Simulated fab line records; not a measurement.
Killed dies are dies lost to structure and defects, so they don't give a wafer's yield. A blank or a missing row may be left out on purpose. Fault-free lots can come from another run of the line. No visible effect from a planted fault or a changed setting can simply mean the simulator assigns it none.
A struck lot beside a sound one    flow sky130    16 steps out of a route of 708
Sound: these wafers, L918.3, L918.5, L918.6. Wafers L931.2, L931.3, L931.6 were the ones struck. At the end, the cause is stated.
For every step that has rows: the tool of each side, followed by ch and its chambers, followed by its first start. Under that, the readings that differ: sound wafers    struck wafers    difference of the means    sigmas: that difference in standard deviations of wafers without a fault.
alike: words and numbers the same on both sides, and readings whose means are apart by under 2 such deviations; not compared: readings that were withheld, readings missing a value for some wafer, numbers with overlapping values and no deviation given by the record, and bounds like >300 which may hide the same value.
The two part at a step that has a row with sigmas, a row that says differs or no value, or rows on one side only. Numbers that have no deviation but don't overlap get no sigmas and don't part them. A reading that every wafer of one side lacks parts them only if that side has two wafers or more.

SKY_VIA2_BOW_MEAS_03:
  sound on film_metro-04, day 35 15:15; struck on film_metro-02, day 40 14:45
  alike: VIA2_BOW
then, 8 steps without rows for these wafers: SKY_VIA2_DEHYDRATE_04 (time 60 s); SKY_VIA2_HMDS_05 (prime time 60 s); SKY_VIA2_COAT_06 (resist thk 60 nm); SKY_VIA2_COAT_07 (resist thk 450 nm); SKY_VIA2_SOFTBAKE_08 (time 90 s); SKY_VIA2_EXPOSE_09 (exposes mask VIM2, target cd 200 nm); SKY_VIA2_PEB_10; SKY_VIA2_DEVELOP_11 (develop time 60 s).
SKY_VIA2_CD_MEAS_12: target cd 200 nm.
  sound on cd_sem-01, day 36 16:59; struck on cd_sem-01, day 41 13:38
  alike: cd_nm
SKY_VIA2_OVL_MEAS_13:
  sound on overlay-02, day 36 17:05; struck on overlay-02, day 41 13:44
  alike: VIA2_OVL
SKY_VIA2_ETCH_14: etches BARC in N2/H2, stops on SiO2, time 45.9 s, target depth 60 nm.
  sound on rie_diel-02 ch 0,1,3, day 36 17:07; struck on rie_diel-04 ch 0,2,3, day 41 13:46
  alike: drypump_motor_current_A, oes_product_au, throttle_valve_pct
  not compared: rf_hours_counter_h
SKY_VIA2_ETCH_15: etches SiO2 in C4F8/O2/Ar, stops on TiN, target depth 546 nm, time 84 s.
  sound on rie_diel-02 ch 0,1,3, day 36 17:09; struck on rie_diel-04 ch 0,2,3, day 41 13:48
reading                                      sound              struck             difference  sigmas
oes_product_au (a.u.)                        0.933 0.943 0.939  0.748 0.738 0.746  -0.194      -38
model.VIA2.feature_depth_nm (nm)             493.3 496.4 494.2  324.1 324.4 324.4  -170.3      
model.etch.depth_nm (nm)                     493.3 496.4 494.2  324.1 324.4 324.4  -170.3      
model.KrF-thick_of_VIA2_COAT_07.thk_nm (nm)  285.5 285.7 284    326.8 327.8 326.3  +41.9       
  not compared: rf_hours_counter_h
SKY_VIA2_STRIP_16: strips in O2/N2.
  sound on plasma_asher-02 ch 0,1, day 36 17:15; struck on plasma_asher-02 ch 0,1, day 41 13:52
reading                       sound              struck             difference  sigmas
oes_product_au (a.u.)         0.397 0.400 0.395  0.415 0.414 0.418  +0.018      +4
strip_time_to_endpoint_s (s)  4.063 4.082 4.056  4.497 4.511 4.517  +0.441      +23
  alike: drypump_motor_current_A
  not compared: rf_hours_counter_h
then, 1 step without rows for these wafers: SKY_VIA2_STRIP_17 (strips in post etch residue remover, time 1200 s).
-- the record jumps here: 8 days lie between the struck wafers' starts before and after (it left off in module VIA2 and takes up again in module PAD_OPEN, whose first step shown is number 708 of the route) --
SKY_PAD_OPEN_PROBE_99:
  sound on prober-01, day 46 03:04; struck on prober-01, day 49 19:08
reading                   sound           struck          difference  sigmas
defect_limited_yield (%)  82.5 83.7 82.7  0 0 0           -83         -41
killed_at_M0_to_M3        44 41 34        451 449 463     +415        +57
killed_dies               86 80 85        492 492 492     +408        +42
killed_on_rim             19 17 16        96 96 96        +79         +21
sort_bin_5_function (%)   10.0 9.3 11.0   92.7 90.7 91.9  +81.7       +58
sort_n_pass               406 412 407     0 0 0           -408        -42
sort_yield_pct (%)        82.5 83.7 82.7  0 0 0           -83         -41
  alike: killed_at_M4_up, killed_at_contacts, killed_at_front_end, killed_at_other, killed_open, killed_short, sort_bin_3_pad_short, sort_bin_6_memory

## WHERE THEY PART
First at SKY_VIA2_ETCH_15; last, within this record, at SKY_PAD_OPEN_PROBE_99.

WHY: what had been put in by the simulator
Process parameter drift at SKY_VIA2_ETCH_15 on rie_diel-04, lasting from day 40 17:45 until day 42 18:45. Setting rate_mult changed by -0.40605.
